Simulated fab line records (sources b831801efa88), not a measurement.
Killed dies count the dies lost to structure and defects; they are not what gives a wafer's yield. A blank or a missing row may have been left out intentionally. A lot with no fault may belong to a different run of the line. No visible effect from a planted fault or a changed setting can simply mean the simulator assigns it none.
Which tool was responsible? :: flow gf180mcu :: 72 wafers from 24 lots sampled at 4 of the route's 602 steps

## WHAT THE GAUGES READ, wafer by wafer
GF_CONTACT_CD_MEAS_14: target cd 220 nm.
lot: L074
measured: day 16 05:07
on: cd_sem-02
cd_nm (nm): 218.6 218.0 219.1

lot: L075
measured: day 16 12:16
on: cd_sem-01
cd_nm (nm): 219.4 220.6 218.2

lot: L076
measured: day 17 00:42
on: cd_sem-01
cd_nm (nm): 219.6 219.7 220.6

lot: L077
measured: day 17 04:19
on: cd_sem-02
cd_nm (nm): 219.3 220.6 218.4

lot: L078
measured: day 17 15:00
on: cd_sem-01
cd_nm (nm): 219.6 219.1 218.4

lot: L079
measured: day 17 23:57
on: cd_sem-01
cd_nm (nm): 219.3 219.2 218.9

lot: L080
measured: day 18 10:53
on: cd_sem-01
cd_nm (nm): 219.5 220.6 220.0

lot: L081
measured: day 18 23:02
on: cd_sem-01
cd_nm (nm): 219.8 221.1 219.8

lot: L082
measured: day 19 06:00
on: cd_sem-02
cd_nm (nm): 220.4 220.0 221.0

lot: L083
measured: day 19 12:51
on: cd_sem-02
cd_nm (nm): 220.7 220.7 222.0

lot: L084
measured: day 19 20:53
on: cd_sem-01
cd_nm (nm): 219.5 218.9 219.9

lot: L085
measured: day 20 12:15
on: cd_sem-02
cd_nm (nm): 220.0 221.3 220.9

lot: L086
measured: day 20 16:27
on: cd_sem-01
cd_nm (nm): 220.9 220.9 221.1

lot: L087
measured: day 21 00:03
on: cd_sem-01
cd_nm (nm): 220.5 219.9 220.0

lot: L088
measured: day 21 07:53
on: cd_sem-02
cd_nm (nm): 222.5 221.9 221.0

lot: L089
measured: day 21 16:55
on: cd_sem-02
cd_nm (nm): 220.8 220.0 220.0

lot: L090
measured: day 22 00:36
on: cd_sem-02
cd_nm (nm): 220.1 220.3 219.3

lot: L091
measured: day 22 15:10
on: cd_sem-02
cd_nm (nm): 219.4 218.7 219.0

lot: L092
measured: day 22 16:04
on: cd_sem-02
cd_nm (nm): 220.6 221.3 222.4

lot: L093
measured: day 22 22:31
on: cd_sem-01
cd_nm (nm): 221.2 219.2 219.8

lot: L094
measured: day 23 03:13
on: cd_sem-01
cd_nm (nm): 220.3 221.4 220.1

lot: L095
measured: day 23 19:01
on: cd_sem-02
cd_nm (nm): 221.2 221.8 221.7

lot: L096
measured: day 23 23:44
on: cd_sem-01
cd_nm (nm): 219.0 220.0 218.7

lot: L097
measured: day 24 07:04
on: cd_sem-01
cd_nm (nm): 220.2 220.7 220.6

GF_V4_OVL_MEAS_15.
lot: L074
measured: day 24 11:13
on: overlay-02
V4_OVL (nm): 4 10 4

lot: L075
measured: day 24 18:46
on: overlay-02
V4_OVL (nm): 6 1 8

lot: L076
measured: day 25 06:49
on: overlay-02
V4_OVL (nm): 2 5 -4

lot: L077
measured: day 25 11:41
on: overlay-01
V4_OVL (nm): 3 0 5

lot: L078
measured: day 25 20:56
on: overlay-01
V4_OVL (nm): 9 13 11

lot: L079
measured: day 26 04:32
on: overlay-01
V4_OVL (nm): 6 6 19

lot: L080
measured: day 26 13:47
on: overlay-01
V4_OVL (nm): 3 7 -1

lot: L081
measured: day 27 00:26
on: overlay-02
V4_OVL (nm): 13 10 4

lot: L082
measured: day 27 06:01
on: overlay-02
V4_OVL (nm): 2 2 8

lot: L083
measured: day 27 10:52
on: overlay-02
V4_OVL (nm): -3 10 5

lot: L084
measured: day 27 20:34
on: overlay-01
V4_OVL (nm): -10 4 -3

lot: L085
measured: day 28 07:01
on: overlay-01
V4_OVL (nm): 6 8 6

lot: L086
measured: day 28 11:37
on: overlay-02
V4_OVL (nm): -4 8 4

lot: L087
measured: day 28 16:55
on: overlay-02
V4_OVL (nm): 0 -2 7

lot: L088
measured: day 29 00:41
on: overlay-01
V4_OVL (nm): -10 -3 2

lot: L089
measured: day 29 07:41
on: overlay-01
V4_OVL (nm): -1 4 2

lot: L090
measured: day 29 13:13
on: overlay-02
V4_OVL (nm): 6 9 8

lot: L091
measured: day 30 02:01
on: overlay-01
V4_OVL (nm): 0 3 8

lot: L092
measured: day 30 02:55
on: overlay-02
V4_OVL (nm): -1 -9 -4

lot: L093
measured: day 30 07:04
on: overlay-01
V4_OVL (nm): 8 -1 1

lot: L094
measured: day 30 11:31
on: overlay-01
V4_OVL (nm): -2 -5 -9

lot: L095
measured: day 31 00:44
on: overlay-02
V4_OVL (nm): 3 15 11

lot: L096
measured: day 31 03:53
on: overlay-02
V4_OVL (nm): 7 1 3

lot: L097
measured: day 31 07:43
on: overlay-01
V4_OVL (nm): -8 -4 -5

## TOOL THAT RAN EACH LOT (tool first, then ch and the chambers of the sampled wafers, then the start)
lot: L074
GF_V2_CMP_04: cmp-01 ch 2,3, day 19 08:32
GF_V4_CVD_02: pecvd-04 ch 0,1, day 23 13:12

lot: L075
GF_V2_CMP_04: cmp-02 ch 0,2,3, day 19 17:14
GF_V4_CVD_02: pecvd-01 ch 0,1, day 23 20:23

lot: L076
GF_V2_CMP_04: cmp-02 ch 0,1, day 20 06:12
GF_V4_CVD_02: pecvd-03 ch 0,1,2, day 24 08:52

lot: L077
GF_V2_CMP_04: cmp-02 ch 0,2,3, day 20 10:16
GF_V4_CVD_02: pecvd-04 ch 0,2, day 24 13:17

lot: L078
GF_V2_CMP_04: cmp-01 ch 0,1, day 20 21:25
GF_V4_CVD_02: pecvd-03 ch 0,2, day 24 22:36

lot: L079
GF_V2_CMP_04: cmp-01 ch 0,1,3, day 21 06:37
GF_V4_CVD_02: pecvd-01 ch 0,1,2, day 25 07:05

lot: L080
GF_V2_CMP_04: cmp-01 ch 1,3, day 21 16:58
GF_V4_CVD_02: pecvd-01 ch 0,1,2, day 25 16:41

lot: L081
GF_V2_CMP_04: cmp-01 ch 2,3, day 22 05:33
GF_V4_CVD_02: pecvd-01 ch 0,2, day 26 03:55

lot: L082
GF_V2_CMP_04: cmp-01 ch 0,2,3, day 22 12:07
GF_V4_CVD_02: pecvd-01 ch 1,2, day 26 09:20

lot: L083
GF_V2_CMP_04: cmp-01 ch 0,1,2, day 22 16:44
GF_V4_CVD_02: pecvd-01 ch 1,2, day 26 14:53

lot: L084
GF_V2_CMP_04: cmp-02 ch 0,1,2, day 23 02:41
GF_V4_CVD_02: pecvd-01 ch 1,2, day 26 22:46

lot: L085
GF_V2_CMP_04: cmp-02 ch 0,2,3, day 23 15:31
GF_V4_CVD_02: pecvd-01 ch 0,1, day 27 10:01

lot: L086
GF_V2_CMP_04: cmp-02 ch 0,1,2, day 23 20:01
GF_V4_CVD_02: pecvd-04 ch 1,2, day 27 15:04

lot: L087
GF_V2_CMP_04: cmp-02 ch 0,1,2, day 24 03:31
GF_V4_CVD_02: pecvd-03 ch 0,1,2, day 27 21:08

lot: L088
GF_V2_CMP_04: cmp-01 ch 2,3, day 24 10:34
GF_V4_CVD_02: pecvd-01 ch 0,1, day 28 04:49

lot: L089
GF_V2_CMP_04: cmp-01 ch 0,1, day 24 18:45
GF_V4_CVD_02: pecvd-03 ch 0,1,2, day 28 11:29

lot: L090
GF_V2_CMP_04: cmp-02 ch 0,3, day 25 00:34
GF_V4_CVD_02: pecvd-03 ch 0,1,2, day 28 16:48

lot: L091
GF_V2_CMP_04: cmp-01 ch 2,3, day 25 14:50
GF_V4_CVD_02: pecvd-01 ch 0,1, day 29 06:07

lot: L092
GF_V2_CMP_04: cmp-01 ch 1,2,3, day 25 17:31
GF_V4_CVD_02: pecvd-03 ch 0,2, day 29 07:14

lot: L093
GF_V2_CMP_04: cmp-02 ch 0,1,3, day 25 21:22
GF_V4_CVD_02: pecvd-04 ch 0,2, day 29 10:56

lot: L094
GF_V2_CMP_04: cmp-01 ch 1,2,3, day 26 03:43
GF_V4_CVD_02: pecvd-01 ch 0,1, day 29 16:16

lot: L095
GF_V2_CMP_04: cmp-02 ch 1,2,3, day 26 17:14
GF_V4_CVD_02: pecvd-04 ch 1,2, day 30 05:54

lot: L096
GF_V2_CMP_04: cmp-01 ch 1,2,3, day 26 21:26
GF_V4_CVD_02: pecvd-01 ch 0,1,2, day 30 09:11

lot: L097
GF_V2_CMP_04: cmp-02 ch 0,2,3, day 27 01:58
GF_V4_CVD_02: pecvd-04 ch 0,1,2, day 30 13:01
- GF_V2_CMP_04: polishes SiO2.
- GF_V4_CVD_02: deposits SiO2 from TEOS, target thk 850 nm, time 94.851 s.

## WHAT THE TOOLS THEMSELVES READ (means of the sampled wafers that have a number; where no wafer has one, the mark that the record gives instead)
GF_V2_CMP_04.
lot: L074
tool: cmp-01
motor_current_A (A): 11.8
time_to_endpoint_s (s): 81

lot: L075
tool: cmp-02
motor_current_A (A): 12.4
time_to_endpoint_s (s): 77

lot: L076
tool: cmp-02
motor_current_A (A): 11.8
time_to_endpoint_s (s): 89

lot: L077
tool: cmp-02
motor_current_A (A): 12.3
time_to_endpoint_s (s): 84

lot: L078
tool: cmp-01
motor_current_A (A): 10.9
time_to_endpoint_s (s): 77

lot: L079
tool: cmp-01
motor_current_A (A): 11.6
time_to_endpoint_s (s): 76

lot: L080
tool: cmp-01
motor_current_A (A): 12.0
time_to_endpoint_s (s): 76

lot: L081
tool: cmp-01
motor_current_A (A): 11.9
time_to_endpoint_s (s): 85

lot: L082
tool: cmp-01
motor_current_A (A): 11.5
time_to_endpoint_s (s): 73

lot: L083
tool: cmp-01
motor_current_A (A): 11.6
time_to_endpoint_s (s): 72

lot: L084
tool: cmp-02
motor_current_A (A): 11.4
time_to_endpoint_s (s): 85

lot: L085
tool: cmp-02
motor_current_A (A): 12.2
time_to_endpoint_s (s): 84

lot: L086
tool: cmp-02
motor_current_A (A): 11.9
time_to_endpoint_s (s): 80

lot: L087
tool: cmp-02
motor_current_A (A): 11.5
time_to_endpoint_s (s): 76

lot: L088
tool: cmp-01
motor_current_A (A): 11.6
time_to_endpoint_s (s): 81

lot: L089
tool: cmp-01
motor_current_A (A): 11.5
time_to_endpoint_s (s): 79

lot: L090
tool: cmp-02
motor_current_A (A): 12.4
time_to_endpoint_s (s): 83

lot: L091
tool: cmp-01
motor_current_A (A): 11.5
time_to_endpoint_s (s): 82

lot: L092
tool: cmp-01
motor_current_A (A): 11.8
time_to_endpoint_s (s): 79

lot: L093
tool: cmp-02
motor_current_A (A): 11.8
time_to_endpoint_s (s): 71

lot: L094
tool: cmp-01
motor_current_A (A): 11.6
time_to_endpoint_s (s): 78

lot: L095
tool: cmp-02
motor_current_A (A): 11.4
time_to_endpoint_s (s): 78

lot: L096
tool: cmp-01
motor_current_A (A): 11.9
time_to_endpoint_s (s): 80

lot: L097
tool: cmp-02
motor_current_A (A): 12.7
time_to_endpoint_s (s): 85

GF_V4_CVD_02.
lot: L074
tool: pecvd-04
heater_power_w (W): 655

lot: L075
tool: pecvd-01
heater_power_w (W): 693

lot: L076
tool: pecvd-03
heater_power_w (W): 654

lot: L077
tool: pecvd-04
heater_power_w (W): 637

lot: L078
tool: pecvd-03
heater_power_w (W): 635

lot: L079
tool: pecvd-01
heater_power_w (W): 689

lot: L080
tool: pecvd-01
heater_power_w (W): 652

lot: L081
tool: pecvd-01
heater_power_w (W): 708

lot: L082
tool: pecvd-01
heater_power_w (W): 659

lot: L083
tool: pecvd-01
heater_power_w (W): 605

lot: L084
tool: pecvd-01
heater_power_w (W): 632

lot: L085
tool: pecvd-01
heater_power_w (W): 727

lot: L086
tool: pecvd-04
heater_power_w (W): 586

lot: L087
tool: pecvd-03
heater_power_w (W): 634

lot: L088
tool: pecvd-01
heater_power_w (W): 731

lot: L089
tool: pecvd-03
heater_power_w (W): 680

lot: L090
tool: pecvd-03
heater_power_w (W): 684

lot: L091
tool: pecvd-01
heater_power_w (W): 686

lot: L092
tool: pecvd-03
heater_power_w (W): 657

lot: L093
tool: pecvd-04
heater_power_w (W): 650

lot: L094
tool: pecvd-01
heater_power_w (W): 643

lot: L095
tool: pecvd-04
heater_power_w (W): 610

lot: L096
tool: pecvd-01
heater_power_w (W): 715

lot: L097
tool: pecvd-04
heater_power_w (W): 618

## THE ANSWER, worked out from the rows above alone
Rule: what is usual is taken from the lots themselves. Put in order of their means at a reading, lots are off if they are a third of the lots or fewer, leave a main group of 4 or more, and stand apart from it by a gap of 3 or more times the standard deviation of the main group's means; of several such gaps the widest counts. If all means in a main group match to the digits the tables above print for the reading, that group is not used. A lot without any number at a reading at which 4 lots or more have one is off too. The other lots that the step has rows for count as sound. After the gauges, taken in route order, come the tools' own readings; for these a lot's mean is taken, as printed above. At the first step where some lot is off, the reading lying furthest off is the one used; lots without a number count as furthest.
None of the lots is off at any reading shown; this tells nothing.

## WHAT THE SIMULATOR HAD PUT IN
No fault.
